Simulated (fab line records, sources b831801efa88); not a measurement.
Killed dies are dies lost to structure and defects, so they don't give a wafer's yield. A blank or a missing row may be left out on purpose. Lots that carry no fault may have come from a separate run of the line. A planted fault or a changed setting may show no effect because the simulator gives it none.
A struck lot beside a sound one ; flow sfqLine ; 15 steps out of a route of 325
Sound: these wafers, L948.4, L948.5, L948.6. Struck: wafers L959.3, L959.5. (L959.4 of the same lot was not struck and is left out.) The cause comes at the end.
Order at every step that has rows: each side's tool, ch and its chambers, its first start. Under that, the readings that differ: sound wafers ; struck wafers ; difference of the means ; sigmas: that difference in standard deviations of wafers without a fault.
alike: readings with means less than 2 such deviations apart, plus words and numbers identical on both sides. not compared: withheld readings, readings lacking a value on some wafer, bounds such as >300 that could conceal the same value, and numbers that have no deviation in the record and whose values overlap.
A row with sigmas, a row that says differs or no value, or rows on one side alone: a step with any of these is where the two part. Numbers that have no deviation but don't overlap get no sigmas and don't part them. A reading that every wafer of one side lacks parts them only if that side has two wafers or more.

first, 1 step without rows for these wafers: SFQ_TRILAYER_M3_STRIP_SOLV_CLEAN_080 (cleans in NMP, time 600 s).
SFQ_TRILAYER_I3_DEP_PECVD_081: deposits SiO2 from SiH4/N2O, time 111.11 s, target thk 500 nm.
  sound on pecvd-03 ch 0,1,2, day 38 09:10; struck on pecvd-02 ch 0,2, day 42 21:23
  alike: heaterPowerW, throttleValvePct
SFQ_TRILAYER_I3_CMP_CMP_082: polishes SiO2.
  sound on cmp-01 ch 0,1,3, day 38 16:04; struck on cmp-01 ch 3, day 43 07:06
  alike: motorCurrentA, slurryFilterDpKPa, timeToEndpointS
SFQ_I3_BOW_MEAS_922:
  sound on filmMetro-03, day 38 17:37; struck on filmMetro-02, day 43 10:08
reading;sound;struck;difference;sigmas
I3_BOW (um);11 12 16;-7 -9;-21;-2
SFQ_TRILAYER_I3_METRO_MEASURE_083:
  sound on filmMetro-03, day 38 18:17; struck on filmMetro-02, day 43 10:37
  alike: thkNm
then, 6 steps without rows for these wafers: SFQ_TRILAYER_I3_VIA_LITHO_COAT_090 (resist thk 62 nm); SFQ_TRILAYER_I3_VIA_LITHO_COAT_085 (resist thk 650 nm); SFQ_TRILAYER_I3_VIA_LITHO_SOFTBAKE_089; SFQ_TRILAYER_I3_VIA_LITHO_EXPOSE_086 (exposes mask I3, target cd 500 nm); SFQ_TRILAYER_I3_VIA_LITHO_PEB_088 (peb time 60 s); SFQ_TRILAYER_I3_VIA_LITHO_DEVELOP_087 (time 60 s).
-- the record jumps here: 6 days lie between the struck wafers' starts before and after --
SFQ_I3_OVL_MEAS_923:
  sound on overlay-01, day 44 17:20; struck on overlay-02, day 49 03:32
  alike: I3_OVL
SFQ_TRILAYER_I3_VIA_BARC_OPEN_VIA_ETCH_121: etches BARC in O2, target depth 125 nm, time 41.7 s.
  sound on rieDiel-01 ch 2,3, day 44 17:22; struck on rieDiel-04 ch 0, day 49 03:34
reading;sound;struck;difference;sigmas
model.KrF_of_TRILAYER_I3_VIA_LITHO_COAT_085.thkNm (nm);574.1 575.1 574.2;589.4 590.2;+15.3;
  alike: drypumpMotorCurrentA, oesProductAu
  not compared: rfHoursCounterH
SFQ_TRILAYER_I3_VIA_ETCH_VIA_ETCH_088: etches SiO2 in CHF3, stops on Nb, target depth 260 nm.
  sound on rieDiel-01 ch 2,3, day 44 17:24; struck on rieDiel-04 ch 0, day 49 03:36
reading;sound;struck;difference;sigmas
model.KrF_of_TRILAYER_I3_VIA_LITHO_COAT_085.thkNm (nm);528.2 531 528.4;543.7 544.5;+14.9;
  alike: drypumpMotorCurrentA, oesProductAu
SFQ_TRILAYER_I3_VIA_STRIP_STRIP_089: strips in O2.
  sound on rieMetal-04 ch 0,1, day 44 17:43; struck on rieMetal-04 ch 1, day 49 03:55
  alike: drypumpMotorCurrentA, oesProductAu
  not compared: rfHoursCounterH

WHERE THEY PART
Only at SFQ_I3_BOW_MEAS_922, within this record. Later steps at which nothing parts them and some readings are alike: SFQ_TRILAYER_I3_METRO_MEASURE_083, SFQ_I3_OVL_MEAS_923, SFQ_TRILAYER_I3_VIA_BARC_OPEN_VIA_ETCH_121, SFQ_TRILAYER_I3_VIA_ETCH_VIA_ETCH_088, SFQ_TRILAYER_I3_VIA_STRIP_STRIP_089.

WHY: the cause the simulator had injected
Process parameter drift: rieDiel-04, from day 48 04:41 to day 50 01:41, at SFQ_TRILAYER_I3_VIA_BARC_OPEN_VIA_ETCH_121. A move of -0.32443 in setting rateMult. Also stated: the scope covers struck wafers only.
